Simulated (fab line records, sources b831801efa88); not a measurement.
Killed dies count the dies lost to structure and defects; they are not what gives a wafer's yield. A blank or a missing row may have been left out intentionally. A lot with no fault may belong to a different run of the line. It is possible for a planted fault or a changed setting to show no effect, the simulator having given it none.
The tool behind it: which one? || flow gf180mcu || 15 lots, 45 wafers sampled, at 6 steps of a route of 602

== WHAT EACH GAUGE READ, for each wafer ==
GF_V2_OVL_MEAS_15. Usual: V2_OVL typically reads 1 nm, with standard deviation 5.5.
{"lot": "L465", "measured": "day 19 22:34", "on": "overlay-01", "V2_OVL (nm)": "-3 -1 1", "flag": ""}
{"lot": "L467", "measured": "day 21 03:07", "on": "overlay-01", "V2_OVL (nm)": "4 2 4", "flag": ""}
{"lot": "L468", "measured": "day 21 16:41", "on": "overlay-01", "V2_OVL (nm)": "-6 -2 -1", "flag": ""}
{"lot": "L470", "measured": "day 22 10:17", "on": "overlay-01", "V2_OVL (nm)": "5 11 3", "flag": ""}
{"lot": "L471", "measured": "day 22 18:53", "on": "overlay-01", "V2_OVL (nm)": "-4 9 2", "flag": ""}
{"lot": "L474", "measured": "day 23 14:28", "on": "overlay-01", "V2_OVL (nm)": "3 -9 -3", "flag": ""}
{"lot": "L475", "measured": "day 23 20:41", "on": "overlay-01", "V2_OVL (nm)": "-7 2 2", "flag": ""}
{"lot": "L476", "measured": "day 24 06:29", "on": "overlay-01", "V2_OVL (nm)": "8 -1 -2", "flag": ""}
{"lot": "L482", "measured": "day 26 06:29", "on": "overlay-01", "V2_OVL (nm)": "-2 -7 -3", "flag": ""}
{"lot": "L483", "measured": "day 26 16:11", "on": "overlay-01", "V2_OVL (nm)": "-11 -3 3", "flag": ""}
{"lot": "L484", "measured": "day 26 20:17", "on": "overlay-01", "V2_OVL (nm)": "4 7 16", "flag": ""}
{"lot": "L485", "measured": "day 27 06:20", "on": "overlay-01", "V2_OVL (nm)": "-2 1 3", "flag": ""}
{"lot": "L486", "measured": "day 27 13:05", "on": "overlay-02", "V2_OVL (nm)": "6 10 9", "flag": ""}
{"lot": "L487", "measured": "day 27 17:15", "on": "overlay-02", "V2_OVL (nm)": "-1 1 5", "flag": ""}
{"lot": "L488", "measured": "day 27 20:37", "on": "overlay-01", "V2_OVL (nm)": "3 1 0", "flag": ""}

GF_V4_CD_MEAS_14: target cd 260 nm. Usual: cd-nm reads 259.9 nm (standard deviation 1.3).
{"lot": "L465", "measured": "day 24 02:13", "on": "cd-sem-01", "cd-nm (nm)": "260.1 259.3 260.7", "flag": ""}
{"lot": "L467", "measured": "day 25 04:42", "on": "cd-sem-01", "cd-nm (nm)": "258.9 258.7 258.8", "flag": ""}
{"lot": "L468", "measured": "day 25 15:50", "on": "cd-sem-02", "cd-nm (nm)": "259.0 259.0 258.6", "flag": ""}
{"lot": "L470", "measured": "day 26 07:17", "on": "cd-sem-02", "cd-nm (nm)": "260.4 259.1 258.4", "flag": ""}
{"lot": "L471", "measured": "day 26 15:40", "on": "cd-sem-02", "cd-nm (nm)": "260.3 260.0 260.3", "flag": ""}
{"lot": "L474", "measured": "day 27 08:34", "on": "cd-sem-02", "cd-nm (nm)": "261.1 261.8 261.1", "flag": ""}
{"lot": "L475", "measured": "day 27 15:28", "on": "cd-sem-02", "cd-nm (nm)": "260.5 261.0 262.4", "flag": ""}
{"lot": "L476", "measured": "day 27 23:01", "on": "cd-sem-02", "cd-nm (nm)": "260.0 259.8 259.2", "flag": ""}
{"lot": "L482", "measured": "day 29 19:47", "on": "cd-sem-02", "cd-nm (nm)": "259.6 259.8 259.6", "flag": ""}
{"lot": "L483", "measured": "day 30 04:19", "on": "cd-sem-02", "cd-nm (nm)": "262.2 263.0 262.6", "flag": ""}
{"lot": "L484", "measured": "day 30 08:23", "on": "cd-sem-02", "cd-nm (nm)": "259.3 260.2 260.6", "flag": ""}
{"lot": "L485", "measured": "day 30 16:22", "on": "cd-sem-01", "cd-nm (nm)": "257.1 256.8 256.1", "flag": ""}
{"lot": "L486", "measured": "day 30 22:35", "on": "cd-sem-02", "cd-nm (nm)": "261.1 261.4 261.2", "flag": ""}
{"lot": "L487", "measured": "day 31 02:11", "on": "cd-sem-02", "cd-nm (nm)": "260.0 260.3 259.3", "flag": ""}
{"lot": "L488", "measured": "day 31 04:40", "on": "cd-sem-02", "cd-nm (nm)": "262.0 260.6 260.4", "flag": ""}

GF_V4_RS_MEAS_24: the measuring method here is four-point-probe. Usual: V4_W_RS typically reads 0.327 ohm/sq, with standard deviation 0.0034.
{"lot": "L465", "measured": "day 24 03:14", "on": "film-metro-01", "V4_W_RS (ohm/sq)": "0.324 0.327 0.331", "flag": ""}
{"lot": "L467", "measured": "day 25 05:49", "on": "film-metro-02", "V4_W_RS (ohm/sq)": "0.331 0.330 0.333", "flag": ""}
{"lot": "L468", "measured": "day 25 17:22", "on": "film-metro-02", "V4_W_RS (ohm/sq)": "0.330 0.328 0.326", "flag": ""}
{"lot": "L470", "measured": "day 26 08:25", "on": "film-metro-02", "V4_W_RS (ohm/sq)": "0.324 0.322 0.322", "flag": ""}
{"lot": "L471", "measured": "day 26 16:49", "on": "film-metro-02", "V4_W_RS (ohm/sq)": "0.326 0.330 0.329", "flag": ""}
{"lot": "L474", "measured": "day 27 09:36", "on": "film-metro-03", "V4_W_RS (ohm/sq)": "43.382 43.677 43.929", "flag": "OFF"}
{"lot": "L475", "measured": "day 27 16:29", "on": "film-metro-01", "V4_W_RS (ohm/sq)": "42.397 42.890 43.027", "flag": "OFF"}
{"lot": "L476", "measured": "day 28 00:02", "on": "film-metro-01", "V4_W_RS (ohm/sq)": "43.205 43.787 43.320", "flag": "OFF"}
{"lot": "L482", "measured": "day 29 21:10", "on": "film-metro-01", "V4_W_RS (ohm/sq)": "0.328 0.328 0.328", "flag": ""}
{"lot": "L483", "measured": "day 30 05:22", "on": "film-metro-01", "V4_W_RS (ohm/sq)": "0.329 0.327 0.329", "flag": ""}
{"lot": "L484", "measured": "day 30 09:27", "on": "film-metro-03", "V4_W_RS (ohm/sq)": "0.323 0.328 0.327", "flag": ""}
{"lot": "L485", "measured": "day 30 17:24", "on": "film-metro-01", "V4_W_RS (ohm/sq)": "0.324 0.326 0.330", "flag": ""}
{"lot": "L486", "measured": "day 30 23:40", "on": "film-metro-03", "V4_W_RS (ohm/sq)": "0.330 0.329 0.330", "flag": ""}
{"lot": "L487", "measured": "day 31 03:14", "on": "film-metro-01", "V4_W_RS (ohm/sq)": "0.328 0.334 0.329", "flag": ""}
{"lot": "L488", "measured": "day 31 05:41", "on": "film-metro-03", "V4_W_RS (ohm/sq)": "0.320 0.318 0.323", "flag": ""}

GF_V4_THK_MEAS_25: measures by xrf. Usual: V4_W_THK typically reads 358 nm, with standard deviation 6.4.
{"lot": "L465", "measured": "day 24 03:21", "on": "film-metro-01", "V4_W_THK (nm)": "355 352 346", "flag": ""}
{"lot": "L467", "measured": "day 25 05:55", "on": "film-metro-02", "V4_W_THK (nm)": "357 360 358", "flag": ""}
{"lot": "L468", "measured": "day 25 17:29", "on": "film-metro-02", "V4_W_THK (nm)": "361 362 366", "flag": ""}
{"lot": "L470", "measured": "day 26 08:31", "on": "film-metro-02", "V4_W_THK (nm)": "365 369 367", "flag": ""}
{"lot": "L471", "measured": "day 26 16:55", "on": "film-metro-02", "V4_W_THK (nm)": "363 358 358", "flag": ""}
{"lot": "L474", "measured": "day 27 09:43", "on": "film-metro-03", "V4_W_THK (nm)": "<0 <0 <0", "flag": "OFF"}
{"lot": "L475", "measured": "day 27 16:37", "on": "film-metro-01", "V4_W_THK (nm)": "<0 <0 <0", "flag": "OFF"}
{"lot": "L476", "measured": "day 28 00:10", "on": "film-metro-01", "V4_W_THK (nm)": "<0 - <0", "flag": "OFF"}
{"lot": "L482", "measured": "day 29 21:17", "on": "film-metro-01", "V4_W_THK (nm)": "352 352 353", "flag": ""}
{"lot": "L483", "measured": "day 30 05:29", "on": "film-metro-01", "V4_W_THK (nm)": "346 349 346", "flag": ""}
{"lot": "L484", "measured": "day 30 09:34", "on": "film-metro-03", "V4_W_THK (nm)": "362 357 359", "flag": ""}
{"lot": "L485", "measured": "day 30 17:31", "on": "film-metro-01", "V4_W_THK (nm)": "352 349 347", "flag": ""}
{"lot": "L486", "measured": "day 30 23:47", "on": "film-metro-03", "V4_W_THK (nm)": "357 358 354", "flag": ""}
{"lot": "L487", "measured": "day 31 03:22", "on": "film-metro-01", "V4_W_THK (nm)": "353 351 352", "flag": ""}
{"lot": "L488", "measured": "day 31 05:48", "on": "film-metro-03", "V4_W_THK (nm)": "368 373 365", "flag": ""}

== EACH LOT AND THE TOOL THAT RAN IT (in order: tool; ch and the chambers of the sampled wafers; start) ==
{"lot": "L465", "GF_M4_SPUTTER_04": "pvd-sputter-01, day 22 03:14", "GF_V4_CVD_23": "cvd-w-02 ch 1, day 24 03:06"}
{"lot": "L467", "GF_M4_SPUTTER_04": "pvd-sputter-01, day 23 07:09", "GF_V4_CVD_23": "cvd-w-01 ch 0,1, day 25 05:43"}
{"lot": "L468", "GF_M4_SPUTTER_04": "pvd-sputter-02, day 23 19:54", "GF_V4_CVD_23": "cvd-w-01 ch 0,1, day 25 17:16"}
{"lot": "L470", "GF_M4_SPUTTER_04": "pvd-sputter-02, day 24 11:21", "GF_V4_CVD_23": "cvd-w-02 ch 0,1, day 26 08:18"}
{"lot": "L471", "GF_M4_SPUTTER_04": "pvd-sputter-02, day 24 19:58", "GF_V4_CVD_23": "cvd-w-01 ch 0,1, day 26 16:40"}
{"lot": "L474", "GF_M4_SPUTTER_04": "pvd-sputter-01, day 25 14:09", "GF_V4_CVD_23": "cvd-w-02 ch 0,1, day 27 09:29"}
{"lot": "L475", "GF_M4_SPUTTER_04": "pvd-sputter-03, day 25 21:19", "GF_V4_CVD_23": "cvd-w-02 ch 0, day 27 16:23"}
{"lot": "L476", "GF_M4_SPUTTER_04": "pvd-sputter-01, day 26 06:39", "GF_V4_CVD_23": "cvd-w-01 ch 0,1, day 27 23:56"}
{"lot": "L482", "GF_M4_SPUTTER_04": "pvd-sputter-01, day 28 04:28", "GF_V4_CVD_23": "cvd-w-02 ch 0,1, day 29 21:02"}
{"lot": "L483", "GF_M4_SPUTTER_04": "pvd-sputter-01, day 28 12:41", "GF_V4_CVD_23": "cvd-w-02 ch 0,1, day 30 05:16"}
{"lot": "L484", "GF_M4_SPUTTER_04": "pvd-sputter-02, day 28 16:52", "GF_V4_CVD_23": "cvd-w-01 ch 0,1, day 30 09:20"}
{"lot": "L485", "GF_M4_SPUTTER_04": "pvd-sputter-01, day 29 01:58", "GF_V4_CVD_23": "cvd-w-01 ch 1, day 30 17:17"}
{"lot": "L486", "GF_M4_SPUTTER_04": "pvd-sputter-01, day 29 08:01", "GF_V4_CVD_23": "cvd-w-02 ch 0,1, day 30 23:33"}
{"lot": "L487", "GF_M4_SPUTTER_04": "pvd-sputter-01, day 29 11:58", "GF_V4_CVD_23": "cvd-w-02 ch 0,1, day 31 03:07"}
{"lot": "L488", "GF_M4_SPUTTER_04": "pvd-sputter-01, day 29 14:44", "GF_V4_CVD_23": "cvd-w-01 ch 0,1, day 31 05:34"}
- GF_M4_SPUTTER_04: material TiN, target thk 50 nm, time 41.7 s.
- GF_V4_CVD_23: deposits W, target thk 350 nm, time 104.9 s.

== AS READ BY THE TOOLS THEMSELVES (means over the sampled wafers that have a number; for cases with no such wafer, the mark the record gives instead) ==
GF_M4_SPUTTER_04. Usual: throttle-valve-pct reads 29.3 % (standard deviation 1).
{"lot": "L465", "tool": "pvd-sputter-01", "throttle-valve-pct (%)": 29.7, "flag": ""}
{"lot": "L467", "tool": "pvd-sputter-01", "throttle-valve-pct (%)": 28.8, "flag": ""}
{"lot": "L468", "tool": "pvd-sputter-02", "throttle-valve-pct (%)": 29.1, "flag": ""}
{"lot": "L470", "tool": "pvd-sputter-02", "throttle-valve-pct (%)": 29.5, "flag": ""}
{"lot": "L471", "tool": "pvd-sputter-02", "throttle-valve-pct (%)": 29.3, "flag": ""}
{"lot": "L474", "tool": "pvd-sputter-01", "throttle-valve-pct (%)": 29.0, "flag": ""}
{"lot": "L475", "tool": "pvd-sputter-03", "throttle-valve-pct (%)": 29.0, "flag": ""}
{"lot": "L476", "tool": "pvd-sputter-01", "throttle-valve-pct (%)": 29.4, "flag": ""}
{"lot": "L482", "tool": "pvd-sputter-01", "throttle-valve-pct (%)": 28.3, "flag": ""}
{"lot": "L483", "tool": "pvd-sputter-01", "throttle-valve-pct (%)": 29.1, "flag": ""}
{"lot": "L484", "tool": "pvd-sputter-02", "throttle-valve-pct (%)": 29.3, "flag": ""}
{"lot": "L485", "tool": "pvd-sputter-01", "throttle-valve-pct (%)": 28.3, "flag": ""}
{"lot": "L486", "tool": "pvd-sputter-01", "throttle-valve-pct (%)": 28.0, "flag": ""}
{"lot": "L487", "tool": "pvd-sputter-01", "throttle-valve-pct (%)": 28.5, "flag": ""}
{"lot": "L488", "tool": "pvd-sputter-01", "throttle-valve-pct (%)": 29.2, "flag": ""}

GF_V4_CVD_23. Usual: chamber-pressure-Torr 40.01 Torr, standard deviation 0.086; heater-power-outer-w 487 W, standard deviation 63; heater-power-w 809 W, standard deviation 100.
{"lot": "L465", "tool": "cvd-w-02", "chamber-pressure-Torr (Torr)": 40.03, "heater-power-outer-w (W)": 451, "heater-power-w (W)": 770, "flag": ""}
{"lot": "L467", "tool": "cvd-w-01", "chamber-pressure-Torr (Torr)": 39.96, "heater-power-outer-w (W)": 453, "heater-power-w (W)": 772, "flag": ""}
{"lot": "L468", "tool": "cvd-w-01", "chamber-pressure-Torr (Torr)": 40.03, "heater-power-outer-w (W)": 509, "heater-power-w (W)": 862, "flag": ""}
{"lot": "L470", "tool": "cvd-w-02", "chamber-pressure-Torr (Torr)": 39.95, "heater-power-outer-w (W)": 490, "heater-power-w (W)": 807, "flag": ""}
{"lot": "L471", "tool": "cvd-w-01", "chamber-pressure-Torr (Torr)": 40.09, "heater-power-outer-w (W)": 521, "heater-power-w (W)": 840, "flag": ""}
{"lot": "L474", "tool": "cvd-w-02", "chamber-pressure-Torr (Torr)": "-", "heater-power-outer-w (W)": "-", "heater-power-w (W)": "-", "flag": "OFF"}
{"lot": "L475", "tool": "cvd-w-02", "chamber-pressure-Torr (Torr)": "-", "heater-power-outer-w (W)": "-", "heater-power-w (W)": "-", "flag": "OFF"}
{"lot": "L476", "tool": "cvd-w-01", "chamber-pressure-Torr (Torr)": "-", "heater-power-outer-w (W)": "-", "heater-power-w (W)": "-", "flag": "OFF"}
{"lot": "L482", "tool": "cvd-w-02", "chamber-pressure-Torr (Torr)": 39.98, "heater-power-outer-w (W)": 472, "heater-power-w (W)": 791, "flag": ""}
{"lot": "L483", "tool": "cvd-w-02", "chamber-pressure-Torr (Torr)": 40.10, "heater-power-outer-w (W)": 470, "heater-power-w (W)": 786, "flag": ""}
{"lot": "L484", "tool": "cvd-w-01", "chamber-pressure-Torr (Torr)": 40.11, "heater-power-outer-w (W)": 518, "heater-power-w (W)": 860, "flag": ""}
{"lot": "L485", "tool": "cvd-w-01", "chamber-pressure-Torr (Torr)": 40.01, "heater-power-outer-w (W)": 413, "heater-power-w (W)": 681, "flag": ""}
{"lot": "L486", "tool": "cvd-w-02", "chamber-pressure-Torr (Torr)": 39.96, "heater-power-outer-w (W)": 465, "heater-power-w (W)": 789, "flag": ""}
{"lot": "L487", "tool": "cvd-w-02", "chamber-pressure-Torr (Torr)": 39.99, "heater-power-outer-w (W)": 468, "heater-power-w (W)": 791, "flag": ""}
{"lot": "L488", "tool": "cvd-w-01", "chamber-pressure-Torr (Torr)": 39.95, "heater-power-outer-w (W)": 521, "heater-power-w (W)": 851, "flag": ""}

== THE ANSWER, worked out from the rows above alone ==
Rule: take the mean of a lot's wafers that have a number; if it is more than 3 standard deviations from the usual mean, the lot is off. A lot without any number at a reading at which 4 lots or more have one is off too. Any other lot the step has rows for is counted as sound. Order of review: gauges by route order, followed by the tools' own readings, for which a lot's mean as printed above is used. At the first step where some lot is off, the reading lying furthest off is the one used; lots without a number count as furthest.
Off: L474, L475, L476, at GF_V4_RS_MEAS_24 (V4_W_RS).
If a tool, at a process step before that reading, ran all the lots that are off and no sound lot after the first of them, it fits. The gauges at GF_V4_RS_MEAS_24 aren't tried: what is off there is off at GF_V4_CVD_23 too, on other tools, and a gauge's error can't cause that. None of those tried fits.

== WHAT THE SIMULATOR PUT IN ==
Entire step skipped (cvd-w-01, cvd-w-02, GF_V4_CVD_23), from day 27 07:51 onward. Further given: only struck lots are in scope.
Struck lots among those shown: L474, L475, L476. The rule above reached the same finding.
